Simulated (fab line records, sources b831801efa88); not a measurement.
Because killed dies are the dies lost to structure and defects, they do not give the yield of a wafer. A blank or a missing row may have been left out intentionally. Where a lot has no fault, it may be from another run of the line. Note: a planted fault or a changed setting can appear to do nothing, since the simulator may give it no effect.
The tool behind it: which one? ; flow sky130 ; route of 708 steps, sampled at 1 step: 6 lots, 18 wafers

## WHAT THE GAUGES SHOWED, per wafer
SKY_METAL2_OVL_MEAS_16.
lot;measured;on;METAL2_OVL (nm)
L954;day 36 13:20;overlay-01;5 -8 -3
L957;day 36 21:26;overlay-02;-12 -10 -5
L971;day 40 18:09;overlay-01;-8 1 -2
L970;day 40 20:51;overlay-02;-8 -7 -6
L973;day 41 08:23;overlay-01;-4 -9 -8
L975;day 41 14:44;overlay-02;-5 4 -5

## WHICH TOOL RAN EACH LOT (tool, then ch and the chambers of the sampled wafers, then the start)
Record: no process step prior to these readings.

## THE ANSWER, worked out from the rows above alone
Rule: the lots themselves supply what counts as usual. Put in order of their means at a reading, lots are off if they are a third of the lots or fewer, leave a main group of 4 or more, and stand apart from it by a gap of 3 or more times the standard deviation of the main group's means; of several such gaps the widest counts. A main group is skipped when, at the precision printed for the reading in the tables above, its means are all equal. Also off: a lot with no number at a reading for which 4 or more lots have one. All remaining lots with rows at the step are treated as sound.
No lot is off on any of the readings shown, so nothing can be concluded from this.

## WHAT THE SIMULATOR PUT IN
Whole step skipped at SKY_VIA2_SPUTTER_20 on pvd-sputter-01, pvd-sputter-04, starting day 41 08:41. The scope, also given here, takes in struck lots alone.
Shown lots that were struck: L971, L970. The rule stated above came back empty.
